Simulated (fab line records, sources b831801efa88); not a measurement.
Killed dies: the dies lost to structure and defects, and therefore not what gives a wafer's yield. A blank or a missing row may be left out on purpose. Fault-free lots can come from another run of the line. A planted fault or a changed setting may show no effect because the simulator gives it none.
Struck lot and sound lot, side by side ; flow sky130 ; 44 out of 708 route steps
Sound: the wafers L564.3, L564.5, L564.6. Wafers L576.1, L576.5, L576.6 were the ones struck. The cause is named last.
Order at every step that has rows: each side's tool, ch and its chambers, its first start. Under that, the readings that differ: sound wafers ; struck wafers ; difference of the means ; sigmas: that difference in standard deviations of wafers without a fault.
alike: a reading whose means differ by less than 2 such deviations, as well as words and numbers matching on both sides. not compared: withheld readings; readings where some wafer has no value; bounds like >300 that might hide an equal value; numbers whose values overlap and for which the record gives no deviation.
The two part at a step that has a row with sigmas, a row that says differs or no value, or rows on one side only. Numbers that have no deviation but don't overlap get no sigmas and don't part them. A reading that every wafer of one side lacks parts them only if that side has two wafers or more.

first, 2 steps without rows for these wafers: SKY_DNWELL_DEVELOP_06 (develop time 62.21 s); SKY_DNWELL_IMPLANT_07.
SKY_DNWELL_STRIP_08: strips in O2/N2.
  sound on plasma-asher-02 ch 0,1, day 4 01:03; struck on plasma-asher-02 ch 0,1, day 6 16:52
  alike: drypump-motor-current-A, oes-product-au, strip-time-to-endpoint-s
  not compared: rf-hours-counter-h
SKY_DNWELL_TW_MEAS_09:
  sound: film-metro-01 at day 4 01:08; struck: film-metro-04 at day 6 16:58
  alike: DNWELL_TW
then, 7 steps without rows for these wafers: SKY_PWDE_DEHYDRATE_00 (time 60 s); SKY_PWDE_HMDS_01 (prime time 60 s); SKY_PWDE_COAT_02 (resist thk 3000 nm); SKY_PWDE_SOFTBAKE_03; SKY_PWDE_EXPOSE_04 (exposes mask PWDEM, target cd 840 nm); SKY_PWDE_PEB_05; SKY_PWDE_DEVELOP_06 (develop time 60 s).
SKY_PWDE_OVL_MEAS_07:
  sound: overlay-02 at day 4 17:32; struck: overlay-02 at day 7 12:46
  alike: PWDE_OVL
SKY_PWDE_IMPLANT_08:
  sound on implanter-03 ch 0, day 4 17:37; struck on implanter-04 ch 0, day 7 12:48
reading;sound;struck;difference;sigmas
beam-energy-keV;150.03 150.05 150.05;185.50 185.59 185.54;+35.50;+99 or more
model.implant.rp-nm (nm);425.6 425.6 425.6;503.6 503.6 503.6;+78.0;
model.implant.drp-nm (nm);97.97 97.97 97.97;105.8 105.8 105.8;+7.8;
  alike: end-station-pressure-torr
SKY_PWDE_STRIP_09: strips in O2/N2.
  sound on plasma-asher-01 ch 0,1, day 4 17:44; struck on plasma-asher-01 ch 0,1, day 7 12:57
  alike: drypump-motor-current-A, oes-product-au, strip-time-to-endpoint-s
  not compared: rf-hours-counter-h
SKY_PWDE_TW_MEAS_10:
  sound: film-metro-03 at day 4 17:50; struck: film-metro-04 at day 7 13:03
  alike: PWDE_TW
then, 7 steps without rows for these wafers: SKY_NWELL_DEHYDRATE_03 (time 60 s); SKY_NWELL_HMDS_04 (prime time 60 s); SKY_NWELL_COAT_05 (resist thk 3000 nm); SKY_NWELL_SOFTBAKE_06; SKY_NWELL_EXPOSE_07 (exposes mask NWM, target cd 840 nm); SKY_NWELL_PEB_08; SKY_NWELL_DEVELOP_09 (develop time 61.01 s).
SKY_NWELL_OVL_MEAS_10:
  sound: overlay-01 at day 5 11:04; struck: overlay-02 at day 8 09:04
  alike: NWELL_00_OVL
then, 3 steps without rows for these wafers: SKY_NWELL_IMPLANT_11; SKY_NWELL_IMPLANT_12; SKY_NWELL_IMPLANT_13.
SKY_NWELL_STRIP_14: strips in O2/N2.
  sound on plasma-asher-03 ch 0,1, day 5 11:34; struck on plasma-asher-01 ch 0,1, day 8 09:33
reading;sound;struck;difference;sigmas
drypump-motor-current-A (A);5.83 5.82 5.43;5.14 5.14 5.10;-0.57;-2
  alike: oes-product-au, strip-time-to-endpoint-s
  not compared: rf-hours-counter-h
SKY_NWELL_TW_MEAS_15:
  sound: film-metro-04 at day 5 11:39; struck: film-metro-03 at day 8 09:39
reading;sound;struck;difference;sigmas
NWELL_TW;1849 1852 1854;1822 1820 1823;-30;-2
then, 7 steps without rows for these wafers: SKY_NWELL_DEHYDRATE_16 (time 60 s); SKY_NWELL_HMDS_17 (prime time 60 s); SKY_NWELL_COAT_18 (resist thk 3000 nm); SKY_NWELL_SOFTBAKE_19; SKY_NWELL_EXPOSE_20 (exposes mask NWM COMPLEMENT, target cd 840 nm); SKY_NWELL_PEB_21; SKY_NWELL_DEVELOP_22 (develop time 60 s).
SKY_NWELL_OVL_MEAS_23:
  sound: overlay-02 at day 6 05:01; struck: overlay-01 at day 9 06:20
reading;sound;struck;difference;sigmas
NWELL_01_OVL (nm);-3.2 -3.2 -2.2;-0.1 -0.5 -0.5;+2.5;+2
next, for these wafers, 1 step has no rows: SKY_NWELL_IMPLANT_24.
SKY_NWELL_STRIP_25: strips in O2/N2.
  sound on plasma-asher-03 ch 0,1, day 6 05:14; struck on plasma-asher-01 ch 0,1, day 9 06:32
reading;sound;struck;difference;sigmas
drypump-motor-current-A (A);5.80 5.44 5.80;5.07 5.15 5.07;-0.58;-2
  alike: oes-product-au, strip-time-to-endpoint-s
  not compared: rf-hours-counter-h
SKY_NWELL_TW_MEAS_26:
  sound: film-metro-04 at day 6 05:19; struck: film-metro-03 at day 9 06:38
  alike: NWELL_2_TW
then, 1 step without rows for these wafers: SKY_NWELL_CLEAN_27 (cleans in SC1/SC2, time 155.1 s).
SKY_NWELL_RTA_28: time 30 s.
  sound on rtp-anneal-01 ch 0, day 6 05:26; struck on rtp-anneal-01 ch 0, day 9 06:44
  alike: lamp-power-pct, wafer_temp_C_max
SKY_NWELL_RS_MEAS_29: uses a four-point probe to measure.
  sound: film-metro-01 at day 6 05:33; struck: film-metro-03 at day 9 06:50
  alike: NWELL_RS
SKY_NWELL_RS_MEAS_31: uses a four-point probe to measure.
  sound: film-metro-01 at day 6 05:47; struck: film-metro-03 at day 9 07:05
  alike: PWDE_RS
-- the record jumps here: 41 days lie between the struck wafers' starts before and after (it left off in module NWELL and takes up again in module PAD_OPEN, whose first step shown is number 708 of the route) --
SKY_PAD_OPEN_PROBE_99:
  sound: prober-02 at day 47 07:10; struck: prober-02 at day 49 22:07
reading;sound;struck;difference;sigmas
model.etest.res_p_drift_20v.line-ohm-um;1.177e+04 1.14e+04 1.201e+04;8963 8923 8764;-2843;
model.etest.res_p_drift_20v.rs-ohm-sq;9894 9540 9994;7532 7467 7357;-2357;
model.etest.res-pwde-under-gate.rs-ohm-sq;6162 6184 6162;6329 6263 6276;+120;
  alike: killed_at_M0_to_M3, killed_at_M4_up, killed-at-contacts, killed-at-front-end, killed-at-other, killed-dies, killed-on-rim, killed-open, killed-short

WHERE THEY PART
Earliest at SKY_PWDE_IMPLANT_08; latest, in this record, at SKY_NWELL_STRIP_25. Later steps at which nothing parts them and some readings are alike: SKY_NWELL_TW_MEAS_26, SKY_NWELL_RTA_28, SKY_NWELL_RS_MEAS_29, SKY_NWELL_RS_MEAS_31, SKY_PAD_OPEN_PROBE_99.

WHY: what had been put in by the simulator
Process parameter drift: implanter-04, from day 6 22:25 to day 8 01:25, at SKY_PWDE_IMPLANT_08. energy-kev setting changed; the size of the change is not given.
